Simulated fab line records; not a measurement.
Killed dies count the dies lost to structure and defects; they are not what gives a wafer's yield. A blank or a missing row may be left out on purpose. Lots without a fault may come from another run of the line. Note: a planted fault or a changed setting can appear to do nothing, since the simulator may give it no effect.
fab line records	flow sky130
record lots=6	wafers=18	last_day=50
route steps=708 shown METAL3@532 CAPM@537 PAD_OPEN@708
lots with no fault: from the same line, run without faults
start_h: hours from the record's opening day to when the first of the lot's shown wafers began	wait_h: hours since the lot's step before	" unchanged from the row above	L1.1+2: a row that stands for several wafers	- no value, or no start was given	* or withheld: withheld	< > ~ a bound
route shown NAME@n: names a module that has steps shown in the file, with the first one's number in the route	usual: mean/standard deviation of fault-free wafers	same: alike in all rows	chamber/n: place in a boat	sites: per-site readings	_std_site: the values' standard deviation	_edge_site: mean of outer sites minus mean of inner sites	radius_mm: for every site, how far away it sits from the centre of the wafer	mask NAME#n: copy n	behind: the tool/chamber that last shaped the wafer	hold: cause of the lot's hold/its duration in hours/its outcome	device: the transistor (n, p or np) that didn't switch	end of line: tests of these same wafers at the route's end	step lacking rows: just its recipe	killed: count of dies lost to structure and defects at first sort (not the wafer's yield)	map: the dies of a wafer, with x for killed, . for not killed, _ for no die there
set.NAME: the setting that was run; set.NAME@STEP: the one run at that earlier step	model.NAME: the simulator's own value behind a step, which no gauge read
certain route steps with their lots: each step a table, each wafer a row
services: a tool's chamber out of use, with start hour (start_h, from the record's first day; less than 0 if before it), hours out, and reason
## steps
# step SKY_METAL3_SPUTTER_00
# recipe material=Ti	target_thk_nm=15	power_w=3000	time_s=10	chamber_pressure_pa=0.4
# usual cathode_dc_power_W=3000.1/0.59	throttle_valve_pct=29.8/0.97
# same time_s=10
lot.wafer	tool	chamber	start_h	wait_h	cathode_dc_power_W	throttle_valve_pct
L475.1	pvd_sputter-02	-	875.83	0.1	3000.2	29.5
L475.2	"	-	"	"	3000.2	30.5
L475.3	"	-	"	"	2999.6	27.8
L477.1	pvd_sputter-02	-	883.39	0.1	3001.0	28.8
L477.2	"	-	"	"	3001.0	28.1
L477.5	"	-	"	"	2999.7	29.4
L480.3	pvd_sputter-01	-	903.87	0.2	2999.6	29.5
L480.4	"	-	"	"	3000.6	30.5
L480.6	"	-	"	"	3000.9	30.7
L485.3	pvd_sputter-03	-	944.29	0.2	3000.6	30.3
L485.5	"	-	"	"	3000.3	29.2
L485.6	"	-	"	"	3000.5	31.8
L488.1	pvd_sputter-02	-	965.96	0.1	2999.4	28.6
L488.2	"	-	"	"	3000.3	28.2
L488.6	"	-	"	"	2999.1	28.9
L493.1	pvd_sputter-02	-	997.42	0.2	3000.9	28.2
L493.2	"	-	"	"	3000.6	30.3
L493.5	"	-	"	"	3001.3	28.5
# step SKY_METAL3_SPUTTER_01
# recipe material=TiN	target_thk_nm=20	power_w=6500	time_s=16.7	chamber_pressure_pa=0.4
# usual cathode_dc_power_W=6500.1/1.3	throttle_valve_pct=29.8/0.98
# same time_s=16.7
lot.wafer	tool	chamber	start_h	wait_h	cathode_dc_power_W	throttle_valve_pct
L475.1	pvd_sputter-02	-	875.85	0.0	6500.2	29.3
L475.2	"	-	"	"	6501.2	30.4
L475.3	"	-	"	"	6499.9	28.2
L477.1	pvd_sputter-02	-	883.41	0.0	6499.0	28.2
L477.2	"	-	"	"	6501.0	28.1
L477.5	"	-	"	"	6501.7	29.5
L480.3	pvd_sputter-01	-	903.90	0.0	6500.0	29.3
L480.4	"	-	"	"	6499.5	30.8
L480.6	"	-	"	"	6497.4	31.1
L485.3	pvd_sputter-03	-	944.31	0.0	6498.9	30.4
L485.5	"	-	"	"	6501.1	29.5
L485.6	"	-	"	"	6498.8	31.4
L488.1	pvd_sputter-02	-	965.98	0.0	6501.8	28.7
L488.2	"	-	"	"	6498.7	28.1
L488.6	"	-	"	"	6499.5	28.7
L493.1	pvd_sputter-02	-	997.44	0.0	6499.0	28.3
L493.2	"	-	"	"	6500.5	30.1
L493.5	"	-	"	"	6500.2	28.8
# step SKY_METAL3_SPUTTER_02
# recipe material=AlCu	target_thk_nm=735	power_w=10600	time_s=39.1	chamber_pressure_pa=0.4
# step SKY_METAL3_SPUTTER_03
# recipe material=Ti	target_thk_nm=5	power_w=3000	time_s=3.3	chamber_pressure_pa=0.4
# usual cathode_dc_power_W=3000.1/0.55	throttle_valve_pct=29.8/0.97
# same time_s=3.3
lot.wafer	tool	chamber	start_h	wait_h	cathode_dc_power_W	throttle_valve_pct
L475.1	pvd_sputter-02	-	875.92	0.0	3000.2	29.2
L475.2	"	-	"	"	3000.4	30.3
L475.3	"	-	"	"	2999.5	27.9
L477.1	pvd_sputter-02	-	883.48	0.0	2999.9	28.5
L477.2	"	-	"	"	2999.3	28.1
L477.5	"	-	"	"	2998.9	29.4
L480.3	pvd_sputter-01	-	903.97	0.0	3000.9	29.7
L480.4	"	-	"	"	3000.2	30.9
L480.6	"	-	"	"	2999.9	30.8
L485.3	pvd_sputter-03	-	944.38	0.0	3000.0	30.3
L485.5	"	-	"	"	3000.0	29.4
L485.6	"	-	"	"	3001.2	31.6
L488.1	pvd_sputter-02	-	966.04	0.0	3000.7	28.8
L488.2	"	-	"	"	3000.3	28.5
L488.6	"	-	"	"	2999.8	28.8
L493.1	pvd_sputter-02	-	997.51	0.0	2999.5	28.3
L493.2	"	-	"	"	3000.1	30.3
L493.5	"	-	"	"	2999.7	28.8
# step SKY_METAL3_SPUTTER_04
# recipe material=TiN	target_thk_nm=70	power_w=6500	time_s=58.3	chamber_pressure_pa=0.4
# usual cathode_dc_power_W=6500.1/1.3	throttle_valve_pct=29.8/0.97
# same time_s=58.3
lot.wafer	tool	chamber	start_h	wait_h	cathode_dc_power_W	throttle_valve_pct
L475.1	pvd_sputter-02	-	875.94	0.0	6499.7	29.0
L475.2	"	-	"	"	6500.8	30.5
L475.3	"	-	"	"	6500.2	28.1
L477.1	pvd_sputter-02	-	883.50	0.0	6498.8	28.7
L477.2	"	-	"	"	6498.7	28.1
L477.5	"	-	"	"	6501.5	29.1
L480.3	pvd_sputter-01	-	903.99	0.0	6499.3	29.3
L480.4	"	-	"	"	6499.3	30.8
L480.6	"	-	"	"	6497.0	30.9
L485.3	pvd_sputter-03	-	944.40	0.0	6499.5	30.3
L485.5	"	-	"	"	6500.9	29.2
L485.6	"	-	"	"	6501.3	31.5
L488.1	pvd_sputter-02	-	966.06	0.0	6499.2	28.7
L488.2	"	-	"	"	6502.2	27.9
L488.6	"	-	"	"	6500.2	28.8
L493.1	pvd_sputter-02	-	997.53	0.0	6499.4	28.3
L493.2	"	-	"	"	6501.2	30.4
L493.5	"	-	"	"	6500.9	28.9
# step SKY_CAPM_CVD_00
# recipe material=SiO2	target_thk_nm=15.5	temp_c=400	time_s=withheld	rf_w=450
# step SKY_CAPM_THK_MEAS_01
# recipe reads=SiO2_of_CAPM_CVD_00
# usual CAPM_CVD_00_THK=15.53/0.23
lot.wafer	tool	chamber	start_h	wait_h	CAPM_CVD_00_THK[nm]
L475.1	film_metro-03	-	876.01	-	15.43
L475.2	"	-	"	"	15.56
L475.3	"	-	"	"	15.61
L477.1	film_metro-03	-	883.57	-	15.19
L477.2	"	-	"	"	15.05
L477.5	"	-	"	"	15.39
L480.3	film_metro-02	-	904.09	-	15.75
L480.4	"	-	"	"	15.82
L480.6	"	-	"	"	15.65
L485.3	film_metro-02	-	944.49	-	15.71
L485.5	"	-	"	"	15.74
L485.6	"	-	"	"	15.64
L488.1	film_metro-02	-	966.13	-	15.44
L488.2	"	-	"	"	15.34
L488.6	"	-	"	"	15.65
L493.1	film_metro-04	-	997.60	-	15.36
L493.2	"	-	"	"	15.31
L493.5	"	-	"	"	15.79
# step SKY_CAPM_SPUTTER_02
# recipe material=TiN	target_thk_nm=200	temp_c=300	power_w=6500	time_s=166.7	chamber_pressure_pa=0.4
# usual cathode_dc_power_W=6500.0/1.1	throttle_valve_pct=30.3/1.3
# same time_s=166.7
lot.wafer	tool	chamber	start_h	wait_h	cathode_dc_power_W	throttle_valve_pct
L475.1	pvd_sputter-01	-	876.07	0.1	6500.4	30.7
L475.2	"	-	"	"	6498.5	28.9
L475.3	"	-	"	"	6500.5	29.3
L477.1	pvd_sputter-04	-	883.63	0.1	6499.3	31.4
L477.2	"	-	"	"	6499.0	30.9
L477.5	"	-	"	"	6500.5	31.3
L480.3	pvd_sputter-02	-	904.13	0.0	6501.7	29.3
L480.4	"	-	"	"	6500.3	28.7
L480.6	"	-	"	"	6501.4	28.6
L485.3	pvd_sputter-02	-	944.53	0.0	6499.0	29.7
L485.5	"	-	"	"	6498.6	30.6
L485.6	"	-	"	"	6498.6	28.0
L488.1	pvd_sputter-04	-	966.19	0.1	6499.7	31.5
L488.2	"	-	"	"	6499.6	32.2
L488.6	"	-	"	"	6499.3	32.2
L493.1	pvd_sputter-04	-	997.66	0.1	6499.1	32.2
L493.2	"	-	"	"	6499.9	31.5
L493.5	"	-	"	"	6500.1	32.4
# step SKY_CAPM_RS_MEAS_03
# recipe thk_meas_gauge=four-point-probe	reads=TiN_of_CAPM_SPUTTER_02
# usual CAPM_TIN_RS=6.94/0.059
lot.wafer	tool	chamber	start_h	wait_h	CAPM_TIN_RS[ohm/sq]
L475.1	film_metro-04	-	876.18	0.1	7.06
L475.2	"	-	"	"	7.02
L475.3	"	-	"	"	7.05
L477.1	film_metro-04	-	883.74	0.1	6.98
L477.2	"	-	"	"	7.03
L477.5	"	-	"	"	6.98
L480.3	film_metro-02	-	904.28	0.1	6.89
L480.4	"	-	"	"	6.93
L480.6	"	-	"	"	6.96
L485.3	film_metro-03	-	944.68	0.1	6.92
L485.5	"	-	"	"	6.87
L485.6	"	-	"	"	6.89
L488.1	film_metro-03	-	966.30	0.1	6.97
L488.2	"	-	"	"	6.93
L488.6	"	-	"	"	7.00
L493.1	film_metro-03	-	997.78	0.1	6.97
L493.2	"	-	"	"	7.00
L493.5	"	-	"	"	6.93
# step SKY_CAPM_THK_MEAS_04
# recipe thk_meas_gauge=xrf	reads=TiN_of_CAPM_SPUTTER_02
# usual CAPM_TIN_THK=203.5/2
lot.wafer	tool	chamber	start_h	wait_h	CAPM_TIN_THK[nm]
L475.1	film_metro-04	-	876.30	0.1	202.5
L475.2	"	-	"	"	203.2
L475.3	"	-	"	"	202.6
L477.1	film_metro-04	-	883.86	0.1	204.7
L477.2	"	-	"	"	203.1
L477.5	"	-	"	"	205.0
L480.3	film_metro-02	-	904.38	0.1	203.4
L480.4	"	-	"	"	203.4
L480.6	"	-	"	"	201.9
L485.3	film_metro-03	-	944.78	0.1	203.3
L485.5	"	-	"	"	205.2
L485.6	"	-	"	"	204.4
L488.1	film_metro-03	-	966.42	0.1	200.9
L488.2	"	-	"	"	202.6
L488.6	"	-	"	"	201.0
L493.1	film_metro-03	-	997.90	0.1	204.5
L493.2	"	-	"	"	201.8
L493.5	"	-	"	"	203.9
# step SKY_CAPM_DEHYDRATE_05
# recipe temp_c=200	time_s=60
# step SKY_CAPM_HMDS_06
# recipe prime_time_s=60	prime_temp_c=120
# step SKY_CAPM_COAT_07
# recipe resist=NOVOLAK	spin_rpm=3000	resist_thk_nm=1140
# usual dispense_pressure_kPa=53.7/2.7	spin_speed_rpm=3000.0/2.2
lot.wafer	tool	chamber	start_h	wait_h	dispense_pressure_kPa	spin_speed_rpm	model.NOVOLAK_of_CAPM_COAT_07.thk_nm
L475.1	litho_track-04	0	888.89	0.1	55.5	3000.2	1138
L475.2	"	0	"	"	55.6	3001.5	1144
L475.3	"	0	"	"	55.6	3001.9	1140
L477.1	litho_track-03	0	896.47	0.1	50.6	2998.5	1140
L477.2	"	0	"	"	50.6	2999.3	1144
L477.5	"	0	"	"	50.6	2999.5	1140
L480.3	litho_track-03	0	916.62	0.1	50.5	3254.8	1092
L480.4	"	0	"	"	50.5	3249.9	1091
L480.6	"	0	"	"	50.6	3255.3	1093
L485.3	litho_track-03	0	956.52	0.1	50.6	3250.0	1093
L485.5	"	0	"	"	50.6	3254.0	1096
L485.6	"	0	"	"	50.6	3253.0	1094
L488.1	litho_track-04	0	977.89	0.1	55.6	2999.9	1144
L488.2	"	0	"	"	55.7	2996.0	1142
L488.6	"	0	"	"	55.7	3000.8	1137
L493.1	litho_track-04	0	1008.99	0.1	55.6	3002.6	1136
L493.2	"	0	"	"	55.7	2999.4	1136
L493.5	"	0	"	"	55.7	2999.6	1138
# step SKY_CAPM_SOFTBAKE_08
# recipe temp_c=90	time_s=60	resist=NOVOLAK
# step SKY_CAPM_EXPOSE_09
# recipe mask_id=CAPM	na=0.6	source_shape=conventional	sigma_outer=0.6	polarization=unpolarized	target_cd_nm=1000	dose_mj=159
# step SKY_CAPM_PEB_10
# recipe temp_c=withheld	time_s=*	resist=NOVOLAK
# step SKY_CAPM_DEVELOP_11
# recipe resist=NOVOLAK	developer=TMAH	develop_time_s=60	dev_temp_c=23
# step SKY_CAPM_OVL_MEAS_12
# usual CAPM_OVL=0.6/1.3
lot.wafer	tool	chamber	start_h	wait_h	CAPM_OVL[nm]
L475.1	overlay-02	-	901.34	0.1	0.6
L475.2	"	-	"	"	0.7
L475.3	"	-	"	"	1.8
L477.1	overlay-02	-	909.72	0.1	-2.5
L477.2	"	-	"	"	1.5
L477.5	"	-	"	"	1.1
L480.3	overlay-02	-	928.74	0.1	-0.4
L480.4	"	-	"	"	2.3
L480.6	"	-	"	"	1.7
L485.3	overlay-01	-	969.19	0.1	-1.4
L485.5	"	-	"	"	0.7
L485.6	"	-	"	"	-0.1
L488.1	overlay-01	-	991.34	1.7	1.2
L488.2	"	-	"	"	-1.5
L488.6	"	-	"	"	0.4
L493.1	overlay-02	-	1020.67	0.1	0.9
L493.2	"	-	"	"	0.8
L493.5	"	-	"	"	-0.4
# step SKY_CAPM_METAL_ETCH_13
# recipe target_depth_nm=220	stop_on=SiO2	chemistry=Cl2/BCl3	target=TiN	pressure_mtorr=10	icp_w=900	bias_w=48.5	Cl2_flow_sccm=60	bcl3_flow_sccm=30	time_s=62.9
# usual drypump_motor_current_A=5.8/0.35	oes_product_au=0.939/0.0064	throttle_valve_pct=21.902/0.0085
# same time_s=62.9
lot.wafer	tool	chamber	start_h	wait_h	drypump_motor_current_A	oes_product_au	rf_hours_counter_h	throttle_valve_pct	model.NOVOLAK_of_CAPM_COAT_07.thk_nm
L475.1	rie_metal-01	1	901.37	0.0	5.3	0.939	10	21.913	988.8
L475.2	"	0	"	"	6.4	0.943	8	21.896	996.9
L475.3	"	1	"	"	5.3	0.930	-	21.906	991.8
L477.1	rie_metal-02	1	909.75	0.0	5.7	0.938	7	21.892	992.6
L477.2	"	0	"	"	5.6	0.930	2	21.913	995
L477.5	"	1	"	"	5.8	0.945	-	21.909	992.8
L480.3	rie_metal-04	1	928.79	0.0	6.0	0.943	-	21.898	948.1
L480.4	"	0	"	"	5.7	0.933	-	21.908	944.8
L480.6	"	0	"	"	5.7	0.932	-	21.893	948.3
L485.3	rie_metal-01	0	969.24	0.0	6.4	0.940	-	21.902	947.5
L485.5	"	0	"	"	6.4	0.944	-	21.884	949.3
L485.6	"	1	"	"	5.3	0.938	-	21.887	946.1
L488.1	rie_metal-01	0	991.37	0.0	6.4	0.939	13	21.898	997.6
L488.2	"	0	"	"	6.4	0.935	-	21.890	997.1
L488.6	"	0	"	"	6.4	0.936	-	21.897	992.6
L493.1	rie_metal-02	0	1020.70	0.0	5.6	0.944	7	21.899	987.6
L493.2	"	1	"	"	5.7	0.933	12	21.894	988
L493.5	"	1	"	"	5.7	0.941	-	21.890	991.2
# step SKY_CAPM_STRIP_14
# recipe chemistry=O2/N2	power_w=1400	pressure_mtorr=1500	platen_temp_c=withheld	o2_flow_sccm=3000	n2_flow_sccm=300	overash_fraction=0.5
# usual drypump_motor_current_A=5.7/0.54	o2_flow_sccm=2999/9.2	oes_product_au=0.710/0.0046	strip_time_to_endpoint_s=12.66/0.048
lot.wafer	tool	chamber	start_h	wait_h	drypump_motor_current_A	o2_flow_sccm	oes_product_au	rf_hours_counter_h	strip_time_to_endpoint_s
L475.1	plasma_asher-02	1	901.45	0.1	6.3	3016	0.714	52	12.62
L475.2	"	0	"	"	6.4	3008	0.707	52	12.69
L475.3	"	1	"	"	6.3	3003	0.713	-	12.64
L477.1	plasma_asher-04	0	909.83	0.1	5.1	3014	0.712	63	12.65
L477.2	"	1	"	"	5.1	2999	0.700	63	12.68
L477.5	"	0	"	"	5.2	3004	0.704	-	12.67
L480.3	plasma_asher-02	1	928.87	0.1	6.3	2986	0.707	-	12.14
L480.4	"	0	"	"	6.4	3003	0.707	-	12.09
L480.6	"	0	"	"	6.4	3003	0.712	-	12.12
L485.3	plasma_asher-04	0	969.32	0.1	5.1	2990	0.715	-	12.13
L485.5	"	1	"	"	5.1	3008	0.705	-	12.15
L485.6	"	0	"	"	5.1	2989	0.710	-	12.10
L488.1	plasma_asher-04	1	991.53	0.1	5.1	2986	0.707	72	12.71
L488.2	"	0	"	"	5.1	3005	0.713	72	12.71
L488.6	"	0	"	"	5.1	3002	0.708	-	12.63
L493.1	plasma_asher-01	0	1020.78	0.1	6.1	2990	0.696	30	12.58
L493.2	"	1	"	"	5.4	2987	0.705	30	12.60
L493.5	"	1	"	"	5.4	3005	0.707	-	12.62
# step SKY_CAPM_STRIP_15
# recipe chemistry=post_etch_residue_remover	time_s=1200	temp_c=72.5
# step SKY_PAD_OPEN_PROBE_99
# usual defect_limited_yield=82.4/2.1	killed_at_M0_to_M3=43/7.4	killed_at_M4_up=3.1/1.9	killed_at_contacts=25/5.4	killed_at_front_end=15/4.3	killed_at_other=0.3/0.54	killed_dies=86/10	killed_open=46/7.4	killed_short=40/7	sort_bin_3_pad_short=0.9/0.39	sort_bin_5_function=10.3/1.6	sort_bin_6_memory=6.4/1.1	sort_n_pass=406/10	sort_yield_pct=82.4/2.1
# same gross_dies=492	killed_at_back_side=0	sort_bin_4_leakage[%]=0	sort_bin_8_speed[%]=0
lot.wafer	tool	chamber	start_h	wait_h	defect_limited_yield[%]	killed_at_M0_to_M3	killed_at_M4_up	killed_at_contacts	killed_at_front_end	killed_at_other	killed_dies	killed_open	killed_short	sort_bin_3_pad_short[%]	sort_bin_5_function[%]	sort_bin_6_memory[%]	sort_n_pass	sort_yield_pct[%]
L475.1	prober-01	-	1094.47	0.1	79.3	47	9	23	22	1	102	50	52	1.0	11.2	8.5	390	79.3
L475.2	prober-01	-	1094.52	0.1	81.7	40	3	37	10	0	90	51	39	1.8	10.6	5.9	402	81.7
L475.3	prober-01	-	1094.57	0.2	81.5	49	1	21	20	0	91	50	40	1.0	10.8	6.7	401	81.5
L477.1	prober-01	-	1104.26	0.1	80.1	47	4	31	16	0	98	57	40	0.8	11.0	8.1	394	80.1
L477.2	prober-01	-	1104.31	0.1	79.9	56	2	28	13	0	99	60	39	1.2	12.0	6.9	393	79.9
L477.5	prober-01	-	1104.46	0.2	80.1	50	5	29	14	0	98	62	34	0.8	11.4	7.7	394	80.1
L485.3	prober-01	-	1151.08	0.2	81.1	49	2	25	17	0	93	44	49	1.0	11.6	6.3	399	81.1
L485.5	prober-01	-	1151.18	0.2	79.7	52	0	38	10	0	100	59	41	0.4	13.4	6.5	392	79.7
L485.6	prober-01	-	1151.23	0.2	82.9	45	0	25	13	1	84	53	30	0.4	10.6	6.1	408	82.9
L488.1	prober-02	-	1166.49	0.1	81.9	41	3	30	14	1	89	45	43	0.6	12.0	5.5	403	81.9
L488.2	prober-02	-	1166.54	0.1	79.5	50	5	24	22	0	101	53	47	1.0	13.0	6.5	391	79.5
L488.6	prober-02	-	1166.74	0.2	81.1	53	1	20	19	0	93	49	43	0.8	11.0	7.1	399	81.1
# killed by level:class
L475.1 VIA3:geometric_particle:open=11 METAL4:geometric_particle:short=8 POLY_GATE:geometric_particle:open=7 LI_CONTACT:geometric_particle:short=7 LI_CONTACT:geometric_particle:open=7 VIA1:geometric_particle:short=6 VIA3:geometric_particle:short=6 VIA1:geometric_particle:open=6
L475.2 LI_CONTACT:geometric_particle:open=12 METAL2:geometric_particle:short=8 CONTACT:geometric_particle:open=8 VIA1:geometric_particle:open=8 CONTACT:geometric_particle:short=7 VIA3:geometric_particle:open=7 LOCAL_INTERCONNECT:geometric_particle:short=5 VIA2:geometric_particle:open=5
L475.3 LI_CONTACT:geometric_particle:open=11 METAL2:geometric_particle:short=9 VIA1:geometric_particle:open=8 CONTACT:geometric_particle:open=7 VIA2:geometric_particle:open=7 VIA3:geometric_particle:short=6 POLY_GATE:geometric_particle:open=5 METAL1:geometric_particle:short=5
L477.1 VIA3:geometric_particle:open=14 VIA1:geometric_particle:open=9 CONTACT:geometric_particle:short=9 CONTACT:geometric_particle:open=9 VIA2:geometric_particle:open=8 FIELD_ISO:geometric_particle:open=7 LI_CONTACT:geometric_particle:open=5 FIELD_ISO:geometric_particle:short=4
L477.2 CONTACT:geometric_particle:open=12 LI_CONTACT:geometric_particle:open=10 VIA3:geometric_particle:open=9 VIA2:geometric_particle:open=9 METAL3:geometric_particle:short=9 METAL1:geometric_particle:short=7 VIA1:geometric_particle:open=7 POLY_GATE:geometric_particle:open=6
L477.5 CONTACT:geometric_particle:open=14 VIA1:geometric_particle:open=13 VIA3:geometric_particle:open=9 LI_CONTACT:geometric_particle:open=7 VIA2:geometric_particle:open=6 FIELD_ISO:geometric_particle:open=5 LOCAL_INTERCONNECT:geometric_particle:short=4 METAL1:geometric_particle:short=4
L485.3 VIA1:geometric_particle:open=9 CONTACT:geometric_particle:open=8 VIA2:geometric_particle:open=7 LOCAL_INTERCONNECT:geometric_particle:short=6 VIA1:geometric_particle:short=6 LI_CONTACT:geometric_particle:short=5 METAL1:geometric_particle:short=5 METAL3:geometric_particle:short=5
L485.5 CONTACT:geometric_particle:open=15 VIA1:geometric_particle:open=14 LI_CONTACT:geometric_particle:open=8 LI_CONTACT:geometric_particle:short=6 METAL1:geometric_particle:short=6 VIA1:geometric_particle:short=6 VIA2:geometric_particle:open=5 LOCAL_INTERCONNECT:geometric_particle:short=4
L485.6 VIA1:geometric_particle:open=13 LI_CONTACT:geometric_particle:open=8 CONTACT:geometric_particle:open=8 VIA2:geometric_particle:open=7 VIA3:geometric_particle:open=5 POLY_GATE:geometric_particle:open=4 POLY_GATE:geometric_particle:short=4 LI_CONTACT:geometric_particle:short=4
L488.1 LI_CONTACT:geometric_particle:open=9 VIA1:geometric_particle:open=9 CONTACT:geometric_particle:open=8 VIA3:geometric_particle:open=6 LI_CONTACT:geometric_particle:short=5 VIA1:geometric_particle:short=5 VIA2:geometric_particle:open=5 FIELD_ISO:geometric_particle:short=4
L488.2 VIA1:geometric_particle:open=12 FIELD_ISO:geometric_particle:short=10 VIA2:geometric_particle:open=9 VIA1:geometric_particle:short=7 LI_CONTACT:geometric_particle:open=6 CONTACT:geometric_particle:open=6 VIA3:geometric_particle:open=6 METAL1:geometric_particle:short=6
L488.6 VIA1:geometric_particle:open=13 CONTACT:geometric_particle:open=10 METAL2:geometric_particle:short=8 VIA3:geometric_particle:open=8 VIA1:geometric_particle:short=6 POLY_GATE:geometric_particle:short=6 METAL1:geometric_particle:short=6 FIELD_ISO:geometric_particle:open=3
## services
tool	chamber	start_h	hours	kind
pvd_sputter-03	0	853.83	-	consumable_replace:kit
pvd_sputter-01	2	856.66	-	consumable_replace:kit
pvd_sputter-01	2	856.66	18.0	scheduled_down
pvd_sputter-01	2	856.66	18.0	vent_cycle
rie_metal-01	-	863.92	2.8	pm
plasma_asher-02	-	871.61	2.5	repair
plasma_asher-04	-	876.39	15.6	pm
pvd_sputter-02	0	880.77	-	consumable_replace:kit
pvd_sputter-02	0	880.77	18.0	scheduled_down
pvd_sputter-02	0	880.77	18.0	vent_cycle
plasma_asher-04	-	882.91	26.0	repair
pvd_sputter-04	-	892.02	9.0	repair
pvd_sputter-03	-	931.22	1.7	repair
pvd_sputter-04	-	939.78	1.8	repair
pvd_sputter-03	-	942.46	1.6	repair
plasma_asher-04	-	944.23	0.4	repair
plasma_asher-01	-	960.59	14.3	repair
rie_metal-01	1	980.49	15.3	repair
rie_metal-02	-	980.72	14.6	pm
rie_metal-02	-	1000.60	0.7	repair
rie_metal-04	-	1010.92	2.8	pm
pvd_sputter-01	1	1013.12	-	consumable_replace:kit
pvd_sputter-01	1	1013.12	18.0	scheduled_down
pvd_sputter-01	1	1013.12	18.0	vent_cycle
## key
first_sign step=SKY_CAPM_COAT_07	reading=spin_speed_rpm	direction=up	sigmas=99+	usual=3000.0	struck=3252.8
effect step=SKY_CAPM_STRIP_14	reading=strip_time_to_endpoint_s	direction=down	sigmas=11	usual=*	struck=*
model_effect step=SKY_CAPM_COAT_07	value=NOVOLAK_of_CAPM_COAT_07.thk_nm	without=1139	struck=1093
model_effect step=SKY_CAPM_METAL_ETCH_13	value=NOVOLAK_of_CAPM_COAT_07.thk_nm	without=992.7	struck=947.3
met_at SKY_CAPM_COAT_07
struck_wafers L480.3,L480.4,L480.6,L485.3,L485.5,L485.6
onset_between 896.47 916.62
fault kind=process_parameter_drift	tool=litho_track-03	chamber=-	onset_h=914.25	steps=SKY_CAPM_COAT_07	channel=spin_rpm	offset=253.98	shape=step	end_h=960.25	acts_in=these_recipes_only	stated=3000
